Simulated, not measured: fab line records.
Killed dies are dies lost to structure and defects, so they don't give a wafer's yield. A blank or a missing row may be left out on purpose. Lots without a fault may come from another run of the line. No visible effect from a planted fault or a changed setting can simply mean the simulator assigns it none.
Comparing a struck lot with a sound one -- flow sfq-line -- 42 steps out of a route of 325
Sound: the wafers L587.2, L587.3, L587.4. Struck: wafer L580.2. (L580.3, L580.5 of the same lot were not struck and are left out.) The cause comes at the end.
For every step that has rows: the tool of each side, followed by ch and its chambers, followed by its first start. Under that, the readings that differ: sound wafers -- struck wafers -- difference of the means -- sigmas: that difference in standard deviations of wafers without a fault.
alike: same words and numbers on both sides, and readings whose means sit less than 2 such deviations apart. not compared: any withheld reading, any reading some wafer has no value for, any bound like >300 that may hide the same value, and any number with overlapping values for which the record gives no deviation.
A row with sigmas, a row that says differs or no value, or rows on one side alone: a step with any of these is where the two part. Numbers that have no deviation but don't overlap get no sigmas and don't part them. A reading missing from all wafers of one side parts the sides only when that side holds two or more wafers.

first, 6 steps without rows for these wafers: SFQ_TRILAYER_I0_VIA_LITHO_COAT_036 (resist thk 62 nm); SFQ_TRILAYER_I0_VIA_LITHO_COAT_031 (resist thk 650 nm); SFQ_TRILAYER_I0_VIA_LITHO_SOFTBAKE_035; SFQ_TRILAYER_I0_VIA_LITHO_EXPOSE_032 (exposes mask I0, target cd 500 nm); SFQ_TRILAYER_I0_VIA_LITHO_PEB_034 (peb time 60 s); SFQ_TRILAYER_I0_VIA_LITHO_DEVELOP_033 (time 60 s).
SFQ_I0_OVL_MEAS_908:
  sound on overlay-01, day 23 12:17; struck on overlay-02, day 20 04:45
reading,sound,struck,difference,sigmas
I0_OVL (nm),-2 -7 -2,10,+14,+2
then, 1 step without rows for these wafers: SFQ_TRILAYER_I0_VIA_BARC_OPEN_VIA_ETCH_046 (etches BARC in O2, target depth 125 nm, time 41.7 s).
SFQ_TRILAYER_I0_VIA_ETCH_VIA_ETCH_034: etches SiO2 in CHF3, stops on Nb, target depth 260 nm.
  sound on rie-diel-02 ch 0,1,3, day 23 12:21; struck on rie-diel-01 ch 0, day 20 04:49
  alike: drypump-motor-current-A, oes-product-au
SFQ_TRILAYER_I0_VIA_STRIP_STRIP_035: strips in O2.
  sound on rie-metal-04 ch 0,1, day 23 12:28; struck on rie-metal-01 ch 1, day 20 04:56
  alike: drypump-motor-current-A, oes-product-au
  not compared: rf-hours-counter-h
then, 2 steps without rows for these wafers: SFQ_TRILAYER_I0_VIA_STRIP_SOLV_CLEAN_036 (cleans in NMP, time 600 s); SFQ_TRILAYER_M1_DEP_PRE_CLEAN_038 (time 22.5 s).
SFQ_TRILAYER_M1_DEP_SPUTTER_037: material Nb, target thk 200 nm, time 133.3 s.
  sound on pvd-sputter-04, day 23 13:16; struck on pvd-sputter-03, day 20 05:44
reading,sound,struck,difference,sigmas
model.Nb_of_TRILAYER_M1_DEP_SPUTTER_037.thk-nm (nm),195.4 196.6 200.1,331.1,+133.7,
  alike: throttle-valve-pct
SFQ_M1_RS_MEAS_909: uses a four-point probe to measure.
  sound on film-metro-03, day 23 13:23; struck on film-metro-01, day 20 05:51
reading,sound,struck,difference,sigmas
M1_NB_RS (ohm/sq),0.910 0.906 0.890,0.535,-0.367,-39
then, 6 steps without rows for these wafers: SFQ_TRILAYER_M1_LITHO_COAT_044 (resist thk 62 nm); SFQ_TRILAYER_M1_LITHO_COAT_039 (resist thk 600 nm); SFQ_TRILAYER_M1_LITHO_SOFTBAKE_043; SFQ_TRILAYER_M1_LITHO_EXPOSE_040 (exposes mask M1, target cd 500 nm); SFQ_TRILAYER_M1_LITHO_PEB_042 (peb time 60 s); SFQ_TRILAYER_M1_LITHO_DEVELOP_041 (time 60 s).
-- the record jumps here: 6 days lie between the struck wafers' starts before and after --
SFQ_M1_OVL_MEAS_911:
  sound on overlay-02, day 29 06:26; struck on overlay-01, day 26 17:19
  alike: M1_OVL
then, 1 step without rows for these wafers: SFQ_TRILAYER_M1_BARC_OPEN_METAL_ETCH_054 (etches BARC in O2, target depth 125 nm, time 41.7 s).
SFQ_TRILAYER_M1_ETCH_METAL_ETCH_042: etches Nb in Cl2/Ar, stops on SiO2, target depth 240 nm, time 120 s.
  sound on rie-metal-04 ch 0,1, day 29 06:31; struck on rie-metal-04 ch 1, day 26 17:24
reading,sound,struck,difference,sigmas
oes-product-au (a.u.),0.882 0.885 0.900,1.005,+0.116,+15
  alike: drypump-motor-current-A
  not compared: rf-hours-counter-h
SFQ_TRILAYER_M1_STRIP_STRIP_043: strips in O2.
  sound on rie-metal-04 ch 0,1, day 29 06:38; struck on rie-metal-04 ch 1, day 26 17:32
  alike: drypump-motor-current-A, oes-product-au
  not compared: rf-hours-counter-h
then, 1 step without rows for these wafers: SFQ_TRILAYER_M1_STRIP_SOLV_CLEAN_044 (cleans in NMP, time 600 s).
SFQ_TRILAYER_I1_DEP_PECVD_045: deposits SiO2 from SiH4/N2O, time 111.11 s, target thk 500 nm.
  sound on pecvd-03 ch 0,2, day 29 07:25; struck on pecvd-03 ch 0, day 26 18:18
  alike: heater-power-w, throttle-valve-pct
SFQ_TRILAYER_I1_CMP_CMP_046: polishes SiO2.
  sound on cmp-02 ch 0,1,2, day 29 10:25; struck on cmp-02 ch 0, day 27 00:06
  alike: motor-current-A, time-to-endpoint-s
SFQ_I1_BOW_MEAS_912:
  sound on film-metro-01, day 29 13:26; struck on film-metro-04, day 27 03:07
  alike: I1_BOW
then, 7 steps without rows for these wafers: SFQ_TRILAYER_I1_METRO_MEASURE_047; SFQ_TRILAYER_I1_VIA_LITHO_COAT_054 (resist thk 62 nm); SFQ_TRILAYER_I1_VIA_LITHO_COAT_049 (resist thk 650 nm); SFQ_TRILAYER_I1_VIA_LITHO_SOFTBAKE_053; SFQ_TRILAYER_I1_VIA_LITHO_EXPOSE_050 (exposes mask I1, target cd 500 nm); SFQ_TRILAYER_I1_VIA_LITHO_PEB_052 (peb time 60 s); SFQ_TRILAYER_I1_VIA_LITHO_DEVELOP_051 (time 60 s).
-- the record jumps here: 6 days lie between the struck wafers' starts before and after --
SFQ_I1_OVL_MEAS_913:
  sound on overlay-01, day 35 12:38; struck on overlay-01, day 33 01:47
reading,sound,struck,difference,sigmas
I1_OVL (nm),-12 -7 -14,1,+12,+2
then, 5 steps without rows for these wafers: SFQ_TRILAYER_I1_VIA_BARC_OPEN_VIA_ETCH_071 (etches BARC in O2, target depth 125 nm, time 41.7 s); SFQ_TRILAYER_I1_VIA_ETCH_VIA_ETCH_052 (etches SiO2 in CHF3, stops on Nb, target depth 260 nm); SFQ_TRILAYER_I1_VIA_STRIP_STRIP_053 (strips in O2); SFQ_TRILAYER_I1_VIA_STRIP_SOLV_CLEAN_054 (cleans in NMP, time 600 s); SFQ_TRILAYER_M2_DEP_PRE_CLEAN_056 (time 22.5 s).
-- the record jumps here: 52 days lie between the struck wafers' starts before and after --
SFQ_M8_BOW_MEAS_951:
  sound on film-metro-03, day 85 20:40; struck on film-metro-04, day 85 00:16
reading,sound,struck,difference,sigmas
model.etest.m1.comb-log10-ohm,12 12 12,0,-12,
model.etest.m1.ohm-sq,0.9114 0.9059 0.8898,0.5379,-0.3645,
  alike: M8_BOW

WHERE THEY PART
Last at SFQ_I1_OVL_MEAS_913 as far as this record goes, first at SFQ_I0_OVL_MEAS_908. Later steps at which nothing parts them and some readings are alike: SFQ_M8_BOW_MEAS_951.

WHY: what had been put in by the simulator
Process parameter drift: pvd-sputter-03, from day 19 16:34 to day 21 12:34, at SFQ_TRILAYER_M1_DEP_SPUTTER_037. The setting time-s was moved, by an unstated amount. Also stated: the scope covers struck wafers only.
